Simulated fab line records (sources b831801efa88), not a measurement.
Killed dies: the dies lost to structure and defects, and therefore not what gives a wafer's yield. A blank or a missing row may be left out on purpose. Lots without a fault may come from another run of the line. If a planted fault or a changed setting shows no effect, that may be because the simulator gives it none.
Comparing a struck lot with a sound one / flow sky130 / 15 steps out of a route of 708
Sound: wafers L960.1, L960.2, L960.6. Wafers L969.2, L969.4, L969.5 were the ones struck. The cause is given at the end.
Each step with rows lists, per side, the tool, then ch with its chambers, then its first start. Under that, the readings that differ: sound wafers / struck wafers / difference of the means / sigmas: that difference in standard deviations of wafers without a fault.
alike: a reading whose means differ by less than 2 such deviations, as well as words and numbers matching on both sides. not compared: withheld readings; readings where some wafer has no value; bounds like >300 that might hide an equal value; numbers whose values overlap and for which the record gives no deviation.
The two part at a step that has a row with sigmas, a row that says differs or no value, or rows on one side only. When numbers do not overlap yet have no deviation, they are printed without sigmas and do not part them. A reading that every wafer of one side lacks parts them only if that side has two wafers or more.

SKY_POLY_GATE_THK_MEAS_21:
  sound on film-metro-01, day 20 12:22; struck on film-metro-02, day 23 12:05
  alike: POLY_GATE_OXIDATION_THK
SKY_POLY_GATE_CD_MEAS_22:
  sound on cd-sem-01, day 20 12:25; struck on cd-sem-01, day 23 12:10
  alike: cd-nm
then, 7 steps without rows for these wafers: SKY_LDD_N_DEHYDRATE_00 (time 60 s); SKY_LDD_N_HMDS_01 (prime time 60 s); SKY_LDD_N_COAT_02 (resist thk 300 nm); SKY_LDD_N_SOFTBAKE_03 (time 60 s); SKY_LDD_N_EXPOSE_04 (exposes mask NTM, target cd 840 nm); SKY_LDD_N_PEB_05; SKY_LDD_N_DEVELOP_06 (develop time 60 s).
SKY_LDD_N_OVL_MEAS_07:
  sound on overlay-01, day 21 19:59; struck on overlay-01, day 24 17:52
  alike: LDD_N_OVL
then, 2 steps without rows for these wafers: SKY_LDD_N_IMPLANT_08; SKY_LDD_N_IMPLANT_09.
SKY_LDD_N_IMPLANT_10:
  sound on implanter-04 ch 0, day 21 20:19; struck on implanter-04 ch 0, day 24 18:13
reading=beam-on-s (s); sound=9.88 9.93 10.34; struck=10.71 11.18 10.84; difference=+0.86; sigmas=+4
reading=dose-ions-cm2; sound=7.509e+13 7.512e+13 7.496e+13; struck=8.476e+13 8.487e+13 8.49e+13; difference=+9.787e+12; sigmas=+99 or more
next, for these wafers, 1 step has no rows: SKY_LDD_N_IMPLANT_11.
-- a jump in the record: the struck wafers' starts before and after are 26 days apart (it breaks off in module LDD_N and resumes in module PAD_OPEN, where the first step shown is number 708 of the route) --
SKY_PAD_OPEN_PROBE_99:
  sound on prober-01, day 48 14:08; struck on prober-02, day 50 08:46
reading=killed-at-other; sound=3 0 1; struck=0 0 0; difference=-1; sigmas=-3
reading=model.etest.tip-n.rs-ohm-sq; sound=448 444.2 446.8; struck=431.8 432.3 433.2; difference=-13.9; sigmas=
  alike: killed_at_M0_to_M3, killed_at_M4_up, killed-at-contacts, killed-at-front-end, killed-dies, killed-open, killed-short

== WHERE THEY PART ==
First at SKY_LDD_N_IMPLANT_10; last, within this record, at SKY_PAD_OPEN_PROBE_99.

WHY: what had been put in by the simulator
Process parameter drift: implanter-04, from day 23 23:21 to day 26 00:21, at SKY_LDD_N_IMPLANT_10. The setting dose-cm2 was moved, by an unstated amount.
